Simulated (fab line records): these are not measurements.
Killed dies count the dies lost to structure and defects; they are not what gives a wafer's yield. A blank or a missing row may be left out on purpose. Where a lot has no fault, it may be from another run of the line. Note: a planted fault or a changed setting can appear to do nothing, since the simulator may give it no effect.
fab line records	flow sfq-line
record lots=6	wafers=18	last-day=97
route steps=325 shown L0V@24 M0@28
lots that met no fault: taken from a fault-free run of the same line
start-h: start of the lot's first displayed wafer, in hours after the record's first day	wait-h: how many hours have passed since the lot's step before this one	" repeats the value in the row above	L1.1+2: a single row standing in for several wafers	- no value present, or no start provided	* or withheld: withheld	< > ~ a bound
route shown NAME@n: a module of which the file shows steps, and the number in the route of the first	usual: average and standard deviation across the fault-free wafers	same: alike in all rows	chamber/n: place in a boat	sites: each site's reading	_std_site: standard deviation of those values	_edge_site: inner sites' mean taken away from outer sites' mean	radius-mm: for every site, how far away it sits from the centre of the wafer	mask NAME#n: copy n	behind: the last tool/chamber to shape the wafer	hold: cause of the lot's hold/its duration in hours/its outcome	device: whichever transistor did not switch (one of n, p or np)	end of line: the route-end tests of the same wafers	a step given without rows: its recipe and nothing more	killed: dies that structure and defects cost at the first sort, which is not the same as the wafer's yield	map: shows each die of a wafer: x if killed, . if not, _ if none is there
set.NAME: setting as actually run; set.NAME@STEP: the setting as run at that earlier step	model.NAME: the simulator's own value behind a step, which no gauge read
certain route steps with their lots: each step a table, each wafer a row
services: when a tool's chamber went out of use (start-h, in hours from the record's first day, below 0 if earlier), for how many hours, and the reason
## steps
# step SFQ_TRILAYER_L0_VIA_BARC_OPEN_VIA_ETCH_021
# recipe mask-material=PR	chemistry=O2	target-depth-nm=125	target=BARC	source-w=500	bias-w=80	pressure-mtorr=30	time-s=41.7
# usual drypump-motor-current-A=5.7/0.63	oes-product-au=0.684/0.0043
lot.wafer	tool	chamber	start-h	wait-h	drypump-motor-current-A	oes-product-au	rf-hours-counter-h
L723.1	rie-diel-03	0	264.17	0.0	5.7	0.676	9
L723.2	"	1	"	"	6.3	0.690	6
L723.6	"	1	"	"	6.3	0.685	-
L728.1	rie-diel-04	0	289.82	0.0	5.7	0.682	108
L728.2	"	2	"	"	6.4	0.686	44
L728.6	"	3	"	"	4.7	0.686	-
L735.1	rie-diel-03	0	344.28	0.0	5.6	0.687	10
L735.2	"	3	"	"	4.8	0.677	118
L735.6	"	3	"	"	4.8	0.682	-
L736.1	rie-diel-04	0	347.88	0.0	5.7	0.679	109
L736.5	"	1	"	"	5.4	0.678	-
L736.6	"	0	"	"	5.7	0.685	-
L737.2	rie-diel-04	1	353.88	0.0	5.4	0.690	6
L737.3	"	3	"	"	4.7	0.691	18
L737.4	"	0	"	"	5.7	0.683	109
L738.2	rie-diel-02	1	360.00	0.0	6.7	0.691	46
L738.3	"	3	"	"	5.3	0.686	7
L738.5	"	1	"	"	6.7	0.685	-
# step SFQ_TRILAYER_L0_VIA_ETCH_VIA_ETCH_016
# recipe target=SiO2	stop-on=MoNx_KI	mask-material=PR	chemistry=CHF3	target-depth-nm=80	source-w=500	bias-w=80	pressure-mtorr=30	time-s=withheld
# usual drypump-motor-current-A=5.7/0.62	oes-product-au=0.843/0.0072
lot.wafer	tool	chamber	start-h	wait-h	drypump-motor-current-A	oes-product-au
L723.1	rie-diel-03	0	264.21	0.0	5.6	0.845
L723.2	"	1	"	"	6.4	0.843
L723.6	"	1	"	"	6.4	0.848
L728.1	rie-diel-04	0	289.86	0.0	5.7	0.851
L728.2	"	2	"	"	6.4	0.830
L728.6	"	3	"	"	4.7	0.853
L735.1	rie-diel-03	0	344.32	0.0	5.7	0.844
L735.2	"	3	"	"	4.8	0.838
L735.6	"	3	"	"	4.8	0.848
L736.1	rie-diel-04	0	347.92	0.0	5.6	0.842
L736.5	"	1	"	"	5.4	0.834
L736.6	"	0	"	"	5.7	0.838
L737.2	rie-diel-04	1	353.92	0.0	5.4	0.834
L737.3	"	3	"	"	4.7	0.837
L737.4	"	0	"	"	5.7	0.862
L738.2	rie-diel-02	1	360.04	0.0	6.7	0.848
L738.3	"	3	"	"	5.3	0.841
L738.5	"	1	"	"	6.6	0.841
# step SFQ_TRILAYER_L0_VIA_STRIP_STRIP_017
# recipe gas=O2	power-w=200	platen-temp-c=40	overash-fraction=0.65	chemistry=O2	pressure-mtorr=50
# usual drypump-motor-current-A=5.7/0.48	oes-product-au=0.999/0.0075
lot.wafer	tool	chamber	start-h	wait-h	drypump-motor-current-A	oes-product-au	rf-hours-counter-h
L723.1	rie-metal-03	0	264.26	-	5.5	0.994	95
L723.2	"	1	"	"	4.9	0.998	13
L723.6	"	1	"	"	4.9	1.001	-
L728.1	rie-metal-03	0	289.90	-	5.5	0.999	99
L728.2	"	1	"	"	4.8	0.999	17
L728.6	"	1	"	"	4.9	1.001	-
L735.1	rie-metal-02	0	344.37	-	6.0	1.009	42
L735.2	"	1	"	"	6.3	1.006	20
L735.6	"	1	"	"	6.3	1.001	-
L736.1	rie-metal-02	1	347.97	-	6.3	0.996	21
L736.5	"	1	"	"	6.3	1.005	-
L736.6	"	0	"	"	6.0	0.998	-
L737.2	rie-metal-01	0	353.97	-	5.9	1.007	39
L737.3	"	0	"	"	5.9	1.010	-
L737.4	"	1	"	"	5.4	0.989	-
L738.2	rie-metal-02	1	360.09	-	6.3	1.002	22
L738.3	"	1	"	"	6.3	1.005	-
L738.5	"	1	"	"	6.3	1.000	-
# step SFQ_TRILAYER_L0_VIA_STRIP_SOLV_CLEAN_018
# recipe chemistry=NMP	temp-c=70	time-s=600
# step SFQ_TRILAYER_M0_DEP_PRE_CLEAN_020
# recipe gas=Ar	time-s=15	bias-v=250
# step SFQ_TRILAYER_M0_DEP_SPUTTER_019
# recipe material=Nb	base-pressure-pa=1.33e-06	chamber-pressure-pa=0.1333	substrate-temp-c=20	resputter-cathode-voltage-v=400	target-thk-nm=200	power-w=2000	time-s=133.3
# usual throttle-valve-pct=29.5/1.1
lot.wafer	tool	chamber	start-h	wait-h	throttle-valve-pct
L723.1	pvd-sputter-06	-	265.08	0.0	28.7
L723.2	"	-	"	"	28.8
L723.6	"	-	"	"	27.9
L728.1	pvd-sputter-05	-	290.72	0.0	30.2
L728.2	"	-	"	"	31.3
L728.6	"	-	"	"	31.3
L735.1	pvd-sputter-04	-	345.34	0.0	29.4
L735.2	"	-	"	"	29.1
L735.6	"	-	"	"	29.5
L736.1	pvd-sputter-04	-	348.94	0.0	29.1
L736.5	"	-	"	"	30.3
L736.6	"	-	"	"	28.0
L737.2	pvd-sputter-06	-	354.77	0.0	31.4
L737.3	"	-	"	"	28.3
L737.4	"	-	"	"	28.1
L738.2	pvd-sputter-04	-	360.89	0.0	30.3
L738.3	"	-	"	"	28.1
L738.5	"	-	"	"	29.7
# step SFQ_M0_RS_MEAS_904
# recipe thk-meas-gauge=four-point-probe	reads=Nb_of_TRILAYER_M0_DEP_SPUTTER_019
# usual M0_NB_RS=0.893/0.0083
lot.wafer	tool	chamber	start-h	wait-h	M0_NB_RS[ohm/sq]
L723.1	film-metro-01	-	265.17	0.0	0.904
L723.2	"	-	"	"	0.904
L723.6	"	-	"	"	0.892
L728.1	film-metro-04	-	290.81	0.0	0.889
L728.2	"	-	"	"	0.899
L728.6	"	-	"	"	0.890
L735.1	film-metro-02	-	345.43	0.0	0.883
L735.2	"	-	"	"	0.887
L735.6	"	-	"	"	0.885
L736.1	film-metro-02	-	349.03	0.0	0.899
L736.5	"	-	"	"	0.904
L736.6	"	-	"	"	0.894
L737.2	film-metro-02	-	354.88	0.1	0.894
L737.3	"	-	"	"	0.907
L737.4	"	-	"	"	0.895
L738.2	film-metro-02	-	361.00	0.1	0.890
L738.3	"	-	"	"	0.889
L738.5	"	-	"	"	0.893
# step SFQ_TRILAYER_M0_LITHO_COAT_026
# recipe resist=BARC	spin-rpm=3000	resist-thk-nm=62
# step SFQ_TRILAYER_M0_LITHO_COAT_021
# recipe resist=KrF	spin-rpm=3000	resist-thk-nm=600
# step SFQ_TRILAYER_M0_LITHO_SOFTBAKE_025
# recipe temp-c=withheld	time-s=withheld	resist=KrF
# step SFQ_TRILAYER_M0_LITHO_EXPOSE_022
# recipe mask-id=M0	na=0.6	source-shape=conventional	sigma-outer=0.65	target-cd-nm=500	dose-mj=14.25
# step SFQ_TRILAYER_M0_LITHO_PEB_024
# recipe peb-temp-c=115	peb-time-s=60	resist=KrF
# usual heater-power-total-W=79.16/0.065
lot.wafer	tool	chamber	start-h	wait-h	heater-power-total-W
L723.1	litho-track-04	0	387.52	1.0	79.16
L723.2	"	0	"	"	79.19
L723.6	"	0	"	"	79.21
L728.1	litho-track-03	0	417.52	1.0	79.25
L728.2	"	0	"	"	79.09
L728.6	"	0	"	"	79.19
L735.1	litho-track-04	0	488.57	1.0	86.49
L735.2	"	0	"	"	86.41
L735.6	"	0	"	"	86.58
L736.1	litho-track-04	0	494.69	1.0	86.53
L736.5	"	0	"	"	86.59
L736.6	"	0	"	"	86.64
L737.2	litho-track-03	0	501.92	0.8	79.21
L737.3	"	0	"	"	79.11
L737.4	"	0	"	"	79.10
L738.2	litho-track-01	0	510.32	0.8	79.23
L738.3	"	0	"	"	79.17
L738.5	"	0	"	"	79.14
# step SFQ_TRILAYER_M0_LITHO_DEVELOP_023
# recipe time-s=60	resist=KrF
# step SFQ_M0_OVL_MEAS_906
# usual M0_OVL=0/4.9
lot.wafer	tool	chamber	start-h	wait-h	M0_OVL[nm]
L723.1	overlay-02	-	387.82	0.1	-6
L723.2	"	-	"	"	-5
L723.6	"	-	"	"	-1
L728.1	overlay-01	-	417.82	0.1	1
L728.2	"	-	"	"	4
L728.6	"	-	"	"	2
L735.1	overlay-02	-	488.87	0.1	2
L735.2	"	-	"	"	3
L735.6	"	-	"	"	1
L736.1	overlay-01	-	494.99	0.1	5
L736.5	"	-	"	"	8
L736.6	"	-	"	"	10
L737.2	overlay-02	-	502.20	0.1	-2
L737.3	"	-	"	"	-3
L737.4	"	-	"	"	-2
L738.2	overlay-01	-	510.60	0.1	4
L738.3	"	-	"	"	5
L738.5	"	-	"	"	3
# step SFQ_TRILAYER_M0_BARC_OPEN_METAL_ETCH_031
# recipe mask-material=PR	chemistry=O2	target-depth-nm=125	target=BARC	icp-w=600	bias-w=80	pressure-mtorr=10	time-s=41.7
# usual drypump-motor-current-A=5.8/0.48	oes-product-au=0.685/0.0046
lot.wafer	tool	chamber	start-h	wait-h	drypump-motor-current-A	oes-product-au	rf-hours-counter-h	model.M0.cd-nm
L723.1	rie-metal-02	0	387.85	0.0	6.1	0.682	47	502.5
L723.2	"	1	"	"	6.3	0.683	25	501.2
L723.6	"	1	"	"	6.3	0.684	-	501.2
L728.1	rie-metal-04	0	418.03	0.2	5.5	0.693	79	503.9
L728.2	"	0	"	"	5.6	0.685	-	501.9
L728.6	"	0	"	"	5.5	0.685	-	503.1
L735.1	rie-metal-02	1	488.90	0.0	6.3	0.686	42	544.5
L735.2	"	0	"	"	6.0	0.692	63	546.8
L735.6	"	0	"	"	6.0	0.688	-	545.9
L736.1	rie-metal-02	0	495.03	0.0	6.0	0.684	64	542.2
L736.5	"	0	"	"	6.0	0.680	-	542.8
L736.6	"	1	"	"	6.3	0.681	-	542.6
L737.2	rie-metal-04	0	502.23	0.0	5.6	0.690	93	503.3
L737.3	"	0	"	"	5.5	0.686	-	504.8
L737.4	"	1	"	"	6.2	0.677	-	503.3
L738.2	rie-metal-03	0	510.63	0.0	5.6	0.687	123	502
L738.3	"	0	"	"	5.5	0.689	-	502.4
L738.5	"	0	"	"	5.6	0.680	-	502.2
# step SFQ_TRILAYER_M0_ETCH_METAL_ETCH_024
# recipe target=Nb	stop-on=SiO2	mask-material=PR	chemistry=Cl2/Ar	target-depth-nm=240	icp-w=600	bias-w=80	pressure-mtorr=10	time-s=120
# usual drypump-motor-current-A=5.9/0.47	oes-product-au=0.892/0.0065
lot.wafer	tool	chamber	start-h	wait-h	drypump-motor-current-A	oes-product-au	rf-hours-counter-h	model.M0.cd-nm
L723.1	rie-metal-02	0	387.91	0.0	6.0	0.896	47	504.3
L723.2	"	1	"	"	6.3	0.879	25	500.9
L723.6	"	1	"	"	6.3	0.891	-	502.3
L728.1	rie-metal-04	0	418.15	0.1	5.5	0.886	79	504.4
L728.2	"	0	"	"	5.5	0.888	-	503.2
L728.6	"	0	"	"	5.5	0.898	-	503.6
L735.1	rie-metal-02	1	488.96	0.0	6.3	0.903	42	544.9
L735.2	"	0	"	"	6.0	0.894	63	546.8
L735.6	"	0	"	"	6.1	0.902	-	546.6
L736.1	rie-metal-02	0	495.09	0.0	6.0	0.893	64	542.7
L736.5	"	0	"	"	6.1	0.890	-	542.5
L736.6	"	1	"	"	6.3	0.894	-	543.3
L737.2	rie-metal-04	0	502.29	0.0	5.5	0.895	93	505
L737.3	"	0	"	"	5.5	0.882	-	505.9
L737.4	"	1	"	"	6.2	0.892	-	505.5
L738.2	rie-metal-03	0	510.69	0.0	5.5	0.897	123	502.7
L738.3	"	0	"	"	5.6	0.895	-	502.3
L738.5	"	0	"	"	5.5	0.886	-	502.9
# step SFQ_TRILAYER_M0_STRIP_STRIP_025
# recipe gas=O2	power-w=200	platen-temp-c=40	overash-fraction=0.65	chemistry=O2	pressure-mtorr=50
# usual drypump-motor-current-A=5.9/0.45	oes-product-au=1.002/0.0074
lot.wafer	tool	chamber	start-h	wait-h	drypump-motor-current-A	oes-product-au	rf-hours-counter-h
L723.1	rie-metal-02	0	388.04	0.1	6.0	0.996	47
L723.2	"	1	"	"	6.3	1.002	26
L723.6	"	1	"	"	6.3	1.009	-
L728.1	rie-metal-04	0	418.40	0.2	5.6	1.001	79
L728.2	"	0	"	"	5.6	1.005	-
L728.6	"	0	"	"	5.6	1.012	-
L735.1	rie-metal-02	1	489.09	0.1	6.3	1.003	42
L735.2	"	0	"	"	6.0	0.999	63
L735.6	"	0	"	"	6.0	1.009	-
L736.1	rie-metal-02	0	495.21	0.1	6.0	0.996	64
L736.5	"	0	"	"	6.0	1.007	-
L736.6	"	1	"	"	6.3	1.010	-
L737.2	rie-metal-04	0	502.41	0.1	5.6	1.012	94
L737.3	"	0	"	"	5.6	1.008	-
L737.4	"	1	"	"	6.2	1.007	-
L738.2	rie-metal-03	0	510.81	0.1	5.5	0.998	124
L738.3	"	0	"	"	5.6	0.991	-
L738.5	"	0	"	"	5.5	0.995	-
## services
tool	chamber	start-h	hours	kind
rie-diel-02	-	253.66	2.8	pm
rie-diel-03	-	260.00	0.1	repair
rie-metal-04	-	264.11	0.5	repair
rie-diel-03	3	267.39	3.9	repair
pvd-sputter-04	-	274.98	4.2	repair
rie-diel-03	1	284.39	3.7	repair
rie-diel-04	1	285.31	3.2	repair
rie-metal-04	0	308.52	43.5	repair
rie-diel-04	1	312.01	8.5	repair
rie-diel-02	-	316.22	28.1	pm
rie-diel-03	2	343.76	36.4	repair
rie-metal-04	-	374.18	1.4	pm
pvd-sputter-04	-	374.64	3.7	repair
rie-diel-04	0	374.64	8.4	repair
rie-diel-03	0	377.41	6.0	repair
rie-metal-03	-	389.46	14.6	pm
rie-metal-03	-	404.06	28.1	pm
pvd-sputter-04	-	409.43	0.5	repair
rie-metal-02	-	430.57	2.8	pm
rie-diel-03	2	451.05	2.4	repair
rie-diel-02	2	454.31	7.8	repair
rie-diel-02	-	466.28	1.2	repair
rie-diel-04	3	475.62	6.6	repair
pvd-sputter-06	-	489.07	9.6	repair
## key
first-sign step=SFQ_TRILAYER_M0_LITHO_PEB_024	reading=heater-power-total-W	direction=up	sigmas=99+	usual=79.16	struck=86.54
effect none on later readings
model-effect step=SFQ_TRILAYER_M0_BARC_OPEN_METAL_ETCH_031	value=M0.cd-nm	without=501.7	struck=544.1
model-effect step=SFQ_TRILAYER_M0_ETCH_METAL_ETCH_024	value=M0.cd-nm	without=502	struck=544.5
met-at SFQ_TRILAYER_M0_LITHO_PEB_024
struck-wafers L735.1,L735.2,L735.6,L736.1,L736.5,L736.6
onset-between 387.52 488.57
fault kind=process-parameter-drift	tool=litho-track-04	chamber=-	onset-h=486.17	steps=SFQ_TRILAYER_M0_LITHO_PEB_024	channel=peb-time-s	offset=*	shape=step	end-h=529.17	acts-in=*	stated=*
